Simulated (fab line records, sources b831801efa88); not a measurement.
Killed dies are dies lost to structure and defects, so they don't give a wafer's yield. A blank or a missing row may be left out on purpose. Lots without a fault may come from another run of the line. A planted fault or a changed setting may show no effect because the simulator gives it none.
Which tool did it? | flow sky130 | 6 lots, 18 wafers sampled, at 2 steps of a route of 708

WHAT THE GAUGES READ, wafer by wafer
SKY_VT_ADJUST_LVTN_TW_MEAS_10.
lot  | measured     | on            | VT_ADJUST_LVTN_TW
L163 | day 7 06:23  | film_metro-01 | 238.1 239.0 239.5
L165 | day 8 01:17  | film_metro-01 | 238.3 239.4 238.5
L169 | day 9 02:45  | film_metro-01 | 239.7 239.2 238.7
L176 | day 10 13:52 | film_metro-03 | 221.2 221.7 222.1
L180 | day 12 01:22 | film_metro-03 | 237.1 238.2 239.0
L184 | day 13 02:56 | film_metro-04 | 238.0 236.8 237.8

WHICH TOOL RAN EACH LOT (tool, then ch and the chambers of the sampled wafers, then the start)
lot  | SKY_VT_ADJUST_LVTN_IMPLANT_08
L163 | implanter-03 ch 0, day 7 06:08
L165 | implanter-04 ch 0, day 8 01:02
L169 | implanter-02 ch 0, day 9 02:31
L176 | implanter-02 ch 0, day 10 13:37
L180 | implanter-03 ch 0, day 12 01:07
L184 | implanter-03 ch 0, day 13 02:41
- SKY_VT_ADJUST_LVTN_IMPLANT_08

THE ANSWER, worked out from the rows above alone
Rule: what is usual is taken from the lots themselves. Put in order of their means at a reading, lots are off if they are a third of the lots or fewer, leave a main group of 4 or more, and stand apart from it by a gap of 3 or more times the standard deviation of the main group's means; of several such gaps the widest counts. A main group whose means are all the same, to the digits that the tables above print for the reading, isn't used. A lot without any number at a reading at which 4 lots or more have one is off too. The other lots that the step has rows for count as sound.
Off: L176, at SKY_VT_ADJUST_LVTN_TW_MEAS_10 (VT_ADJUST_LVTN_TW). The main group: mean 238.5, standard deviation 0.6.
A tool fits if, at a process step before that reading, it ran every lot that is off, and no sound lot after the first of them. The gauges at SKY_VT_ADJUST_LVTN_TW_MEAS_10 are tried like those tools. One fits: implanter-02 at SKY_VT_ADJUST_LVTN_IMPLANT_08. Its last sound lot is L169 (day 9 02:31), its first lot that is off L176 (day 10 13:37): a fault that began between those two fits.

WHAT THE SIMULATOR HAD PUT IN
Process parameter drift: implanter-02, from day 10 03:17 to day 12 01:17, at SKY_VT_ADJUST_LVTN_IMPLANT_08. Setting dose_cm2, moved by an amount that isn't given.
Lots struck among those shown: L176. The rule above found the same.
